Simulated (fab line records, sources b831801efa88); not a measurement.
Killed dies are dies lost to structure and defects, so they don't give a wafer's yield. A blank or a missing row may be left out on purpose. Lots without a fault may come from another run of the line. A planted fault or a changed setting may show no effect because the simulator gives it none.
fab line records | flow sky130
record lots=5 wafers=15 last_day=50
route steps=708 shown METAL2@485 VIA2@507
lots that met no fault: from a run of the same line without faults
start_h: hours from the record's first day to the start of the lot's first wafer shown | wait_h: hours since the lot's step before | " the same as in the row above | L1.1+2: a row that stands for several wafers | - no value, or no start given | * or withheld: withheld | < > ~ a bound
route shown NAME@n: a module of which the file shows steps, and the number in the route of the first | usual: mean/standard deviation of fault-free wafers | same: alike in all rows | chamber/n: place in a boat | sites: the reading at each site | _std_site: their standard deviation | _edge_site: outer sites' mean less inner sites' | radius_mm: how far each site lies from the wafer's centre | mask NAME#n: copy n | behind: the tool/chamber that last shaped the wafer | hold: why the lot was held/for how many hours/how that ended | device: the transistor (n, p or np) that didn't switch | end of line: the same wafers' tests at the end of the route | a step without rows: its recipe alone | killed: dies lost to structure and defects at the first sort, not the wafer's yield | map: a wafer's dies, x killed, . not, _ none there
set.NAME: the setting as run; set.NAME@STEP: as run at that earlier step | model.NAME: the simulator's own value behind a step, which no gauge read
lots at some steps of the route; a table a step, a row a wafer
services: from which hour (start_h, from the record's first day; less than 0 if before it) a tool's chamber was out of use, for how many hours, and why
## steps
# step SKY_METAL2_SPUTTER_02
# recipe material=AlCu target_thk_nm=250 power_w=10600 time_s=13.3 chamber_pressure_pa=0.4
# usual throttle_valve_pct=29.9/1.2
# columns lot.wafer tool chamber start_h wait_h throttle_valve_pct
L074.1 pvd_sputter-04 - 782.75 0.0 28.6
L074.4 " - " " 31.4
L074.6 " - " " 28.6
L078.1 pvd_sputter-01 - 832.00 0.0 30.4
L078.4 " - " " 29.6
L078.6 " - " " 30.6
L088.1 pvd_sputter-01 - 897.86 0.0 28.1
L088.2 " - " " 29.8
L088.5 " - " " 28.0
L093.1 pvd_sputter-04 - 941.04 0.0 28.1
L093.3 " - " " 28.8
L093.6 " - " " 28.3
L097.1 pvd_sputter-04 - 959.98 0.0 31.3
L097.3 " - " " 28.1
L097.4 " - " " 28.5
# step SKY_METAL2_SPUTTER_03
# recipe material=Ti target_thk_nm=5 power_w=3000 time_s=3.3 chamber_pressure_pa=0.4
# usual throttle_valve_pct=29.9/1.2
# columns lot.wafer tool chamber start_h wait_h throttle_valve_pct
L074.1 pvd_sputter-04 - 782.78 0.0 28.6
L074.4 " - " " 31.5
L074.6 " - " " 28.4
L078.1 pvd_sputter-01 - 832.02 0.0 30.7
L078.4 " - " " 29.8
L078.6 " - " " 30.6
L088.1 pvd_sputter-01 - 897.88 0.0 28.1
L088.2 " - " " 29.8
L088.5 " - " " 28.1
L093.1 pvd_sputter-04 - 941.07 0.0 28.4
L093.3 " - " " 28.6
L093.6 " - " " 28.5
L097.1 pvd_sputter-04 - 960.00 0.0 31.4
L097.3 " - " " 28.5
L097.4 " - " " 28.6
# step SKY_METAL2_SPUTTER_04
# recipe material=TiN target_thk_nm=70 power_w=6500 time_s=58.3 chamber_pressure_pa=0.4
# usual throttle_valve_pct=29.9/1.2
# columns lot.wafer tool chamber start_h wait_h throttle_valve_pct
L074.1 pvd_sputter-04 - 782.79 0.0 28.9
L074.4 " - " " 31.2
L074.6 " - " " 28.3
L078.1 pvd_sputter-01 - 832.04 0.0 30.3
L078.4 " - " " 29.7
L078.6 " - " " 30.3
L088.1 pvd_sputter-01 - 897.90 0.0 28.3
L088.2 " - " " 30.0
L088.5 " - " " 27.8
L093.1 pvd_sputter-04 - 941.09 0.0 28.7
L093.3 " - " " 28.6
L093.6 " - " " 28.6
L097.1 pvd_sputter-04 - 960.02 0.0 31.3
L097.3 " - " " 28.4
L097.4 " - " " 28.6
# step SKY_METAL2_RS_MEAS_05
# recipe thk_meas_gauge=four-point-probe reads=TiN_of_METAL2_SPUTTER_04+Ti_of_METAL2_SPUTTER_03+AlCu_of_METAL2_SPUTTER_02+TiN_of_METAL2_SPUTTER_01+Ti_of_METAL2_SPUTTER_00
# usual METAL2_ALCU_RS=0.1265/0.0014
# columns lot.wafer tool chamber start_h wait_h METAL2_ALCU_RS[ohm/sq]
L074.1 film_metro-04 - 782.84 0.0 0.1273
L074.4 " - " " 0.1253
L074.6 " - " " 0.1259
L078.1 film_metro-02 - 832.09 0.0 0.1263
L078.4 " - " " 0.1246
L078.6 " - " " 0.1273
L088.1 film_metro-01 - 897.95 0.0 0.1260
L088.2 " - " " 0.1273
L088.5 " - " " 0.1258
L093.1 film_metro-04 - 941.14 0.0 0.1271
L093.3 " - " " 0.1280
L093.6 " - " " 0.1263
L097.1 film_metro-04 - 960.07 0.0 0.1264
L097.3 " - " " 0.1260
L097.4 " - " " 0.1262
# step SKY_METAL2_THK_MEAS_06
# recipe thk_meas_gauge=xrf reads=AlCu_of_METAL2_SPUTTER_02
# usual METAL2_ALCU_THK=255/3.3
# columns lot.wafer tool chamber start_h wait_h METAL2_ALCU_THK[nm]
L074.1 film_metro-04 - 782.96 0.1 254
L074.4 " - " " 258
L074.6 " - " " 254
L078.1 film_metro-02 - 832.21 0.1 256
L078.4 " - " " 258
L078.6 " - " " 255
L088.1 film_metro-01 - 898.07 0.1 256
L088.2 " - " " 251
L088.5 " - " " 256
L093.1 film_metro-04 - 941.26 0.1 253
L093.3 " - " " 251
L093.6 " - " " 254
L097.1 film_metro-04 - 960.19 0.1 256
L097.3 " - " " 256
L097.4 " - " " 254
# step SKY_METAL2_DEHYDRATE_07
# recipe temp_c=200 time_s=60
# columns lot.wafer tool chamber start_h wait_h
L074.1+4+6 litho_track-04 0 796.53 13.6
L078.1+4+6 litho_track-01 0 844.95 12.7
L088.1+2+5 litho_track-01 0 910.55 12.5
L093.1+3+6 litho_track-01 0 953.05 11.8
L097.1+3+4 litho_track-01 0 971.40 11.2
# step SKY_METAL2_HMDS_08
# recipe prime_time_s=60 prime_temp_c=120
# columns lot.wafer tool chamber start_h wait_h
L074.1+4+6 litho_track-04 0 796.68 0.1
L078.1+4+6 litho_track-01 0 845.10 0.1
L088.1+2+5 litho_track-01 0 910.70 0.1
L093.1+3+6 litho_track-01 0 953.20 0.1
L097.1+3+4 litho_track-01 0 971.55 0.1
# step SKY_METAL2_COAT_09
# recipe resist=BARC temp_c=withheld time_s=withheld spin_rpm=3000 resist_thk_nm=60
# columns lot.wafer tool chamber start_h wait_h
L074.1+4+6 litho_track-04 0 796.83 0.1
L078.1+4+6 litho_track-01 0 845.25 0.1
L088.1+2+5 litho_track-01 0 910.85 0.1
L093.1+3+6 litho_track-01 0 953.35 0.1
L097.1+3+4 litho_track-01 0 971.70 0.1
# step SKY_METAL2_COAT_10
# recipe resist=KrF-thick spin_rpm=3000 resist_thk_nm=450
# columns lot.wafer tool chamber start_h wait_h
L074.1+4+6 litho_track-04 0 - -
L078.1+4+6 litho_track-01 0 - -
L088.1+2+5 litho_track-01 0 - -
L093.1+3+6 litho_track-01 0 - -
L097.1+3+4 litho_track-01 0 - -
# step SKY_METAL2_SOFTBAKE_11
# recipe temp_c=100 time_s=90 resist=KrF-thick
# columns lot.wafer tool chamber start_h wait_h
L074.1+4+6 litho_track-04 0 - -
L078.1+4+6 litho_track-01 0 - -
L088.1+2+5 litho_track-01 0 - -
L093.1+3+6 litho_track-01 0 - -
L097.1+3+4 litho_track-01 0 - -
# step SKY_METAL2_EXPOSE_12
# recipe mask_id=MM2 na=0.8 source_shape=annular sigma_inner=0.55 sigma_outer=0.85 target_cd_nm=140 dose_mj=28
# usual reticle_temp_C=23.02/0.1
# same sigma_outer=0.85
# columns lot.wafer tool chamber start_h wait_h mask reticle_temp_C
L074.1 krf_scanner-02 0 - - MM2#0 23.15
L074.4 " 0 " " MM2#0 23.17
L074.6 " 0 " " MM2#0 22.94
L078.1 krf_scanner-02 0 - - MM2#0 23.00
L078.4 " 0 " " MM2#0 22.93
L078.6 " 0 " " MM2#0 22.97
L088.1 krf_scanner-01 0 - - MM2#0 23.07
L088.2 " 0 " " MM2#0 22.87
L088.5 " 0 " " MM2#0 23.04
L093.1 krf_scanner-01 0 - - MM2#0 23.01
L093.3 " 0 " " MM2#0 23.00
L093.6 " 0 " " MM2#0 22.97
L097.1 krf_scanner-01 0 - - MM2#0 22.83
L097.3 " 0 " " MM2#0 23.04
L097.4 " 0 " " MM2#0 22.78
# step SKY_METAL2_PEB_13
# recipe peb_temp_c=withheld peb_time_s=withheld resist=KrF-thick
# columns lot.wafer tool chamber start_h wait_h
L074.1+4+6 litho_track-04 0 - -
L078.1+4+6 litho_track-04 0 - -
L088.1+2+5 litho_track-04 0 - -
L093.1+3+6 litho_track-02 0 - -
L097.1+3+4 litho_track-01 0 - -
# step SKY_METAL2_DEVELOP_14
# recipe develop_time_s=60 resist=KrF-thick dev_temp_c=21
# columns lot.wafer tool chamber start_h wait_h
L074.1+4+6 litho_track-04 0 - -
L078.1+4+6 litho_track-04 0 - -
L088.1+2+5 litho_track-04 0 - -
L093.1+3+6 litho_track-02 0 - -
L097.1+3+4 litho_track-01 0 - -
# step SKY_METAL2_CD_MEAS_15
# recipe target_cd_nm=140
# usual cd_nm=140.3/1.7
# columns lot.wafer tool chamber start_h wait_h cd_nm
L074.1 cd_sem-02 - 809.98 - 140.1
L074.4 " - " " 139.7
L074.6 " - " " 138.2
L078.1 cd_sem-02 - 858.68 - 140.8
L078.4 " - " " 141.0
L078.6 " - " " 139.8
L088.1 cd_sem-02 - 922.83 - 139.5
L088.2 " - " " 140.7
L088.5 " - " " 140.4
L093.1 cd_sem-02 - 965.36 - 145.8
L093.3 " - " " 142.3
L093.6 " - " " 144.1
L097.1 cd_sem-02 - 984.60 - 138.5
L097.3 " - " " 139.1
L097.4 " - " " 140.1
# step SKY_METAL2_OVL_MEAS_16
# usual METAL2_OVL=3/5.3
# columns lot.wafer tool chamber start_h wait_h METAL2_OVL[nm]
L074.1 overlay-02 - 810.10 0.1 4
L074.4 " - " " -3
L074.6 " - " " -7
L078.1 overlay-01 - 858.80 0.1 10
L078.4 " - " " 2
L078.6 " - " " 1
L088.1 overlay-02 - 922.95 0.1 2
L088.2 " - " " 6
L088.5 " - " " -5
L093.1 overlay-02 - 965.48 0.1 2
L093.3 " - " " 9
L093.6 " - " " 4
L097.1 overlay-01 - 984.72 0.1 0
L097.3 " - " " -2
L097.4 " - " " -4
# step SKY_METAL2_DESCUM_17
# recipe chemistry=O2 source_power_w=150 bias_power_w=0 pressure_mtorr=10 temp_c=40 time_s=8
# usual drypump_motor_current_A=5.9/0.47 oes_product_au=1.007/0.011
# same bias_power_w=0
# columns lot.wafer tool chamber start_h wait_h drypump_motor_current_A oes_product_au rf_hours_counter_h
L074.1 rie_metal-01 0 810.13 0.0 5.9 1.008 8
L074.4 " 1 " " 5.8 0.998 -
L074.6 " 0 " " 5.9 1.014 -
L078.1 rie_metal-01 0 858.83 0.0 5.9 1.006 9
L078.4 " 1 " " 5.8 1.011 -
L078.6 " 1 " " 5.8 1.005 -
L088.1 rie_metal-03 0 922.98 0.0 6.6 1.025 19
L088.2 " 1 " " 5.1 1.001 1
L088.5 " 0 " " 6.6 1.030 -
L093.1 rie_metal-03 0 965.52 0.0 6.5 1.016 22
L093.3 " 1 " " 5.1 1.017 -
L093.6 " 0 " " 6.5 1.015 -
L097.1 rie_metal-01 0 984.75 0.0 5.8 1.014 15
L097.3 " 0 " " 5.8 1.013 -
L097.4 " 1 " " 5.8 1.004 -
# step SKY_METAL2_ETCH_18
# recipe chemistry=N2/H2 target=BARC ion_energy_ev=200 bias_w=100 pressure_mtorr=30 n2_flow_sccm=100 h2_flow_sccm=200 icp_w=500 stop_on=SiO2 time_s=45.9 target_depth_a=600
# usual drypump_motor_current_A=5.9/0.47 oes_product_au=0.855/0.0049 throttle_valve_pct=13.224/0.0083
# columns lot.wafer tool chamber start_h wait_h drypump_motor_current_A oes_product_au rf_hours_counter_h throttle_valve_pct
L074.1 rie_metal-01 0 810.16 0.0 5.9 0.855 8 13.224
L074.4 " 1 " " 5.8 0.852 - 13.226
L074.6 " 0 " " 5.8 0.850 - 13.228
L078.1 rie_metal-01 0 858.86 0.0 5.9 0.850 9 13.232
L078.4 " 1 " " 5.8 0.856 - 13.234
L078.6 " 1 " " 5.8 0.856 - 13.232
L088.1 rie_metal-03 0 923.01 0.0 6.6 0.859 19 13.209
L088.2 " 1 " " 5.1 0.863 1 13.228
L088.5 " 0 " " 6.6 0.854 - 13.215
L093.1 rie_metal-03 0 965.55 0.0 6.6 0.868 22 13.220
L093.3 " 1 " " 5.1 0.857 - 13.218
L093.6 " 0 " " 6.6 0.862 - 13.226
L097.1 rie_metal-01 0 984.78 0.0 5.8 0.863 15 13.233
L097.3 " 0 " " 5.8 0.856 - 13.220
L097.4 " 1 " " 5.8 0.862 - 13.226
# step SKY_METAL2_METAL_ETCH_19
# recipe target_depth_a=3600 stop_on=SiO2 over_etch_frac=0.3 time_s=78 chemistry=Cl2/BCl3 resist_sidewall_deg=88 pressure_mtorr=10 icp_w=900 bias_w=48.5 Cl2_flow_sccm=60 bcl3_flow_sccm=30
# usual drypump_motor_current_A=5.9/0.47 oes_product_au=0.854/0.0062 throttle_valve_pct=22.266/0.0087
# columns lot.wafer tool chamber start_h wait_h drypump_motor_current_A oes_product_au rf_hours_counter_h throttle_valve_pct
L074.1 rie_metal-01 0 810.23 0.0 5.9 0.853 8 22.266
L074.4 " 1 " " 5.8 0.861 - 22.266
L074.6 " 0 " " 5.8 0.853 - 22.260
L078.1 rie_metal-01 0 858.93 0.0 5.8 0.854 10 22.274
L078.4 " 1 " " 5.8 0.862 - 22.262
L078.6 " 1 " " 5.8 0.852 - 22.263
L088.1 rie_metal-03 0 923.08 0.0 6.6 0.860 19 22.252
L088.2 " 1 " " 5.1 0.851 1 22.269
L088.5 " 0 " " 6.6 0.863 - 22.279
L093.1 rie_metal-03 0 965.61 0.0 6.6 0.853 22 22.260
L093.3 " 1 " " 5.1 0.851 - 22.268
L093.6 " 0 " " 6.6 0.856 - 22.277
L097.1 rie_metal-01 0 984.85 0.0 5.9 0.865 15 22.256
L097.3 " 0 " " 5.8 0.848 - 22.249
L097.4 " 1 " " 5.8 0.857 - 22.268
# step SKY_METAL2_STRIP_20
# recipe chemistry=O2/N2 power_w=1400 pressure_mtorr=1500 platen_temp_c=withheld o2_flow_sccm=3000 n2_flow_sccm=300 overash_fraction=0.5
# usual drypump_motor_current_A=5.5/0.54 oes_product_au=0.342/0.0049 strip_time_to_endpoint_s=2.67/0.053
# columns lot.wafer tool chamber start_h wait_h drypump_motor_current_A oes_product_au rf_hours_counter_h strip_time_to_endpoint_s
L074.1 plasma_asher-03 0 810.32 0.1 4.8 0.345 37 2.69
L074.4 " 0 " " 4.8 0.343 - 2.69
L074.6 " 1 " " 5.8 0.341 - 2.68
L078.1 plasma_asher-04 0 859.02 0.1 4.8 0.350 78 2.70
L078.4 " 1 " " 6.2 0.339 - 2.69
L078.6 " 0 " " 4.9 0.338 - 2.67
L088.1 plasma_asher-02 0 923.17 0.1 6.0 0.340 18 2.61
L088.2 " 1 " " 5.8 0.335 18 2.71
L088.5 " 0 " " 6.0 0.336 - 2.62
L093.1 plasma_asher-03 1 965.70 0.1 5.9 0.342 53 2.67
L093.3 " 0 " " 4.8 0.347 - 2.67
L093.6 " 1 " " 5.8 0.350 - 2.63
L097.1 plasma_asher-03 0 984.94 0.1 4.8 0.344 55 2.65
L097.3 " 0 " " 4.8 0.337 - 2.66
L097.4 " 1 " " 5.9 0.337 - 2.67
# step SKY_METAL2_STRIP_21
# recipe chemistry=post_etch_residue_remover time_s=1200 temp_c=72.5
# usual bath_heat_duty_pct=15.5/1.7
# columns lot.wafer tool chamber start_h wait_h bath_heat_duty_pct
L074.1 wet_bench-01 3 810.42 0.1 13.5
L074.4 " 3 " " 12.7
L074.6 " 3 " " 13.6
L078.1 wet_bench-02 2 859.12 0.1 14.5
L078.4 " 2 " " 15.3
L078.6 " 2 " " 13.8
L088.1 wet_bench-01 0 923.27 0.1 17.8
L088.2 " 0 " " 19.2
L088.5 " 0 " " 18.4
L093.1 wet_bench-02 1 965.80 0.1 13.7
L093.3 " 1 " " 14.5
L093.6 " 1 " " 14.3
L097.1 wet_bench-03 3 985.04 0.1 16.2
L097.3 " 3 " " 16.0
L097.4 " 3 " " 15.9
# step SKY_METAL2_CLEAN_22
# recipe chemistry=IPA time_s=180 temp_c=25
# usual bath_heat_duty_pct=6.4/0.69
# columns lot.wafer tool chamber start_h wait_h bath_heat_duty_pct
L074.1 wet_bench-02 2 810.76 0.0 7.0
L074.4 " 2 " " 6.8
L074.6 " 2 " " 6.1
L078.1 wet_bench-03 0 859.46 0.0 5.9
L078.4 " 0 " " 5.9
L078.6 " 0 " " 6.8
L088.1 wet_bench-02 1 923.61 0.0 6.7
L088.2 " 1 " " 6.3
L088.5 " 1 " " 6.6
L093.1 wet_bench-02 1 966.14 0.0 6.7
L093.3 " 1 " " 5.9
L093.6 " 1 " " 6.6
L097.1 wet_bench-02 1 985.72 0.0 6.0
L097.3 " 1 " " 5.7
L097.4 " 1 " " 5.5
# step SKY_METAL2_CLEAN_23
# recipe chemistry=O3/DIW dry=n2_spin
# columns lot.wafer tool chamber start_h wait_h
L074.1+4+6 wet_bench-03 2 810.82 0.0
L078.1+4+6 wet_bench-02 0 859.52 0.0
L088.1+2+5 wet_bench-01 0 923.67 0.0
L093.1+3+6 wet_bench-02 1 966.20 0.0
L097.1+3+4 wet_bench-03 0 985.78 0.0
# step SKY_VIA2_HDPCVD_00
# recipe material=SiO2 target_thk_nm=1180 sigma_open_frac=0.3 time_s=196.7 temp_c=400 sih4_flow_sccm=60 pressure_mtorr=6
# usual sih4_flow_sccm=60.02/0.18 susceptor_temp_C=399.98/0.26
# columns lot.wafer tool chamber start_h wait_h sih4_flow_sccm susceptor_temp_C
L074.1 hdpcvd-01 0 810.91 0.0 60.32 400.46
L074.4 " 2 " " 60.07 400.10
L074.6 " 1 " " 60.09 400.33
L078.1 hdpcvd-02 1 859.61 0.0 59.85 399.95
L078.4 " 0 " " 60.06 399.55
L078.6 " 1 " " 59.96 399.60
L088.1 hdpcvd-01 2 923.76 0.0 60.17 400.02
L088.2 " 1 " " 60.25 399.98
L088.5 " 2 " " 59.92 399.79
L093.1 hdpcvd-01 2 966.33 0.0 59.78 399.97
L093.3 " 1 " " 60.03 399.70
L093.6 " 0 " " 59.75 399.82
L097.1 hdpcvd-02 2 985.96 0.0 60.15 399.75
L097.3 " 1 " " 60.39 399.85
L097.4 " 2 " " 60.19 399.68
# step SKY_VIA2_THK_MEAS_01
# recipe reads=SiO2_of_VIA2_HDPCVD_00
# usual VIA2_HDPCVD_THK=1183/11
# columns lot.wafer tool chamber start_h wait_h VIA2_HDPCVD_THK[nm]
L074.1 film_metro-01 - 811.03 0.1 1154
L074.4 " - " " 1179
L074.6 " - " " 1176
L078.1 film_metro-01 - 859.73 0.1 1195
L078.4 " - " " 1185
L078.6 " - " " 1196
L088.1 film_metro-01 - 923.95 0.1 1181
L088.2 " - " " 1191
L088.5 " - " " 1182
L093.1 film_metro-03 - 966.46 0.1 1180
L093.3 " - " " 1194
L093.6 " - " " 1176
L097.1 film_metro-01 - 986.15 0.1 1159
L097.3 " - " " 1174
L097.4 " - " " 1164
# step SKY_VIA2_CMP_02
# recipe material=SiO2 down_force_psi=4 platen_rpm=60 pad_velocity_m_s=0.94248
# usual motor_current_A=12.7/1.1 slurry_flow_ml_min=150.0/0.45
# columns lot.wafer tool chamber start_h wait_h motor_current_A slurry_flow_ml_min
L074.4 cmp-02 3 811.19 0.1 13.2 150.0
L074.1 " 0 " " 11.4 150.5
L074.6 " 2 " " 11.6 150.0
L078.1 cmp-01 2 859.79 0.1 14.2 150.8
L078.4 " 3 " " 13.2 149.4
L078.6 " 3 " " 14.0 149.7
L088.2 cmp-01 0 924.11 0.1 12.7 150.3
L088.1 " 1 " " 12.8 150.0
L088.5 " 2 " " 14.0 150.1
L093.1 cmp-02 2 966.52 0.1 12.0 149.8
L093.3 " 0 " " 12.0 150.4
L093.6 " 3 " " 13.7 149.9
L097.3 cmp-01 3 986.26 0.1 14.6 149.9
L097.4 " 0 " " 13.2 148.8
L097.1 " 1 " " 13.3 150.3
# step SKY_VIA2_BOW_MEAS_03
# recipe mode=bow
# usual VIA2_BOW=84/7.3
# columns lot.wafer tool chamber start_h wait_h VIA2_BOW[um]
L074.1 film_metro-01 - 811.39 0.1 88
L074.4 " - " " 92
L074.6 " - " " 92
L078.1 film_metro-03 - 860.09 0.2 79
L078.4 " - " " 69
L078.6 " - " " 79
L088.1 film_metro-04 - 924.31 0.1 83
L088.2 " - " " 79
L088.5 " - " " 84
L093.1 film_metro-04 - 966.82 0.2 80
L093.3 " - " " 87
L093.6 " - " " 84
L097.1 film_metro-04 - 986.51 0.1 89
L097.3 " - " " 92
L097.4 " - " " 89
# step SKY_VIA2_DEHYDRATE_04
# recipe temp_c=200 time_s=60
# columns lot.wafer tool chamber start_h wait_h
L074.1+4+6 litho_track-01 0 824.75 13.3
L078.1+4+6 litho_track-01 0 872.85 12.7
L088.1+2+5 litho_track-01 0 936.65 12.3
L093.1+3+6 litho_track-03 0 978.53 11.7
L097.1+3+4 litho_track-03 0 997.33 10.8
## services
# columns tool chamber start_h hours kind
hdpcvd-02 - 766.24 3.1 repair
pvd_sputter-01 - 789.80 9.3 repair
krf_scanner-01 - 794.64 3.0 pm
rie_metal-03 - 814.31 0.2 repair
hdpcvd-01 2 821.97 16.0 repair
rie_metal-03 - 822.28 2.8 pm
krf_scanner-01 - 824.88 1.3 pm
rie_metal-01 0 830.12 11.0 repair
pvd_sputter-01 - 836.60 7.2 repair
hdpcvd-01 0 843.79 5.3 repair
wet_bench-03 - 859.85 2.3 repair
krf_scanner-01 - 864.30 0.9 repair
hdpcvd-01 - 865.72 1.6 repair
krf_scanner-01 - 881.38 1.0 pm
krf_scanner-01 - 896.26 0.8 pm
cmp-01 - 912.15 4.0 pm
hdpcvd-01 0 920.10 9.0 repair
rie_metal-01 - 921.75 2.8 pm
hdpcvd-01 - 939.86 4.6 repair
hdpcvd-01 - 950.25 2.2 repair
hdpcvd-01 - 952.05 0.6 repair
pvd_sputter-01 - 972.55 41.2 repair
cmp-01 - 974.23 0.2 repair
wet_bench-03 - 978.81 1.0 repair
## key
fault none
